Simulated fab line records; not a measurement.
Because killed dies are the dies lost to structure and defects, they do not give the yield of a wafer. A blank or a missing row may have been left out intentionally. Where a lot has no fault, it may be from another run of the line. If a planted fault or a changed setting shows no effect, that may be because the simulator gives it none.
8D (eight disciplines) problem report, filled in by code / flow sky130 / the parts of the form that need people (team, actions taken, sign-off) are left out

1. WHAT WENT WRONG
Wafers with no fault read 6500.1 W with a standard deviation of 1.2, whereas cathode dc power W at SKY_METAL5_SPUTTER_01 reads a mean of 6670.7 W on 1 wafer of 1 lot. So: +99 or more standard deviations from the usual mean.
The step: material TiN, target thk 20 nm, time 16.7 s.
Earliest sighting: wafer L199.5 on pvd sputter-01 at day 46 09:30. The record holds 15 wafers of 5 lots with a number at this step. The rule behind "out" and "out of limits": a value lying over 4 standard deviations away from the usual mean. The rest of the wafers with a number are treated as sound.

2. WHAT THIS IS AND IS NOT
question=which readings at this step | is=cathode dc power W | is not=throttle valve pct
question=which lots | is=L199 | is not=L186, L194, L206, L207
question=which wafers of those lots | is=L199.5 | is not=L199.4, L199.6
question=read on which tools | is=pvd sputter-01 | is not=pvd sputter-03
question=when | is=from day 46 09:30 | is not=up to then (8 sound wafers); but 6 sound wafers of L206, L207 came after

3. SUSPECTS, AND WHAT RULES EACH OUT
Counting: any tool at a process step up to the reading remains a suspect provided it ran every lot that is out. Sound lots after the first of them don't rule it out here, since some wafers of a struck lot are sound.
- rie diel-01 at SKY_VIA4_ETCH_12 (etches SiO2 in C4F8/O2/Ar, stops on TiN, target depth 580 nm): kept. It ran the lot that is out, L199 (day 46 07:05).
- plasma asher-01 at SKY_VIA4_STRIP_13 (strips in O2/N2): kept. L199, the lot that is out, went through it at day 46 07:11; up to then, the latest sound lot through it was L186 at day 42 17:03.
- pvd sputter-04 at SKY_VIA4_SPUTTER_17 (material TiN, target thk 20 nm, time 80 s): kept. L199, the lot that is out, went through it at day 46 07:45; up to then, the latest sound lot through it was L194 at day 45 05:05.
- cmp-02 at SKY_VIA4_CMP_21 (polishes, stops on SiO2, t overpolish 25 s, target thk 0 nm): kept. It ran the lot that is out, L199 (day 46 09:11).
- pvd sputter-01 at SKY_METAL5_SPUTTER_01 (material TiN, target thk 20 nm, time 16.7 s): kept. L199, the lot that is out, went through it at day 46 09:30; up to then, the latest sound lot through it was L194 at day 45 05:48. Its own readings are out on those wafers: cathode dc power W.
Left after counting: rie diel-01 at SKY_VIA4_ETCH_12, plasma asher-01 at SKY_VIA4_STRIP_13, pvd sputter-04 at SKY_VIA4_SPUTTER_17, cmp-02 at SKY_VIA4_CMP_21, pvd sputter-01 at SKY_METAL5_SPUTTER_01.

4. THE CAUSE (what the simulator had put in)
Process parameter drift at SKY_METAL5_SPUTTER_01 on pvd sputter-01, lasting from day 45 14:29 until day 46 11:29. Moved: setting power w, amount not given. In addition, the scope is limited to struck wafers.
Counting leaves 5 suspects; this tool is one of them.

5. SEQUENCE OF EFFECTS, ordered by route
Rows list readings where the struck wafers' mean (over those with a number) sits beyond 3 standard deviations from the usual. Readings are gone through only where the record gives a usual standard deviation; hours: the median, over the lots, of the time from a lot's start at the first step in this table giving one to that lot's start at this step; sigmas: the change measured in usual standard deviations.
hours=0; step=SKY_METAL5_SPUTTER_01; reading=cathode dc power W; usual=6500.1 W; on struck wafers=6670.7; change=+170.6; sigmas=+99 or more
Process steps it contains:
- SKY_METAL5_SPUTTER_01: material TiN, target thk 20 nm, time 16.7 s.

6. WHAT WOULD HAVE CAUGHT IT SOONER
In this record no reading fell out of limits until day 46 09:30, 19 hours after the fault had begun at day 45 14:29.
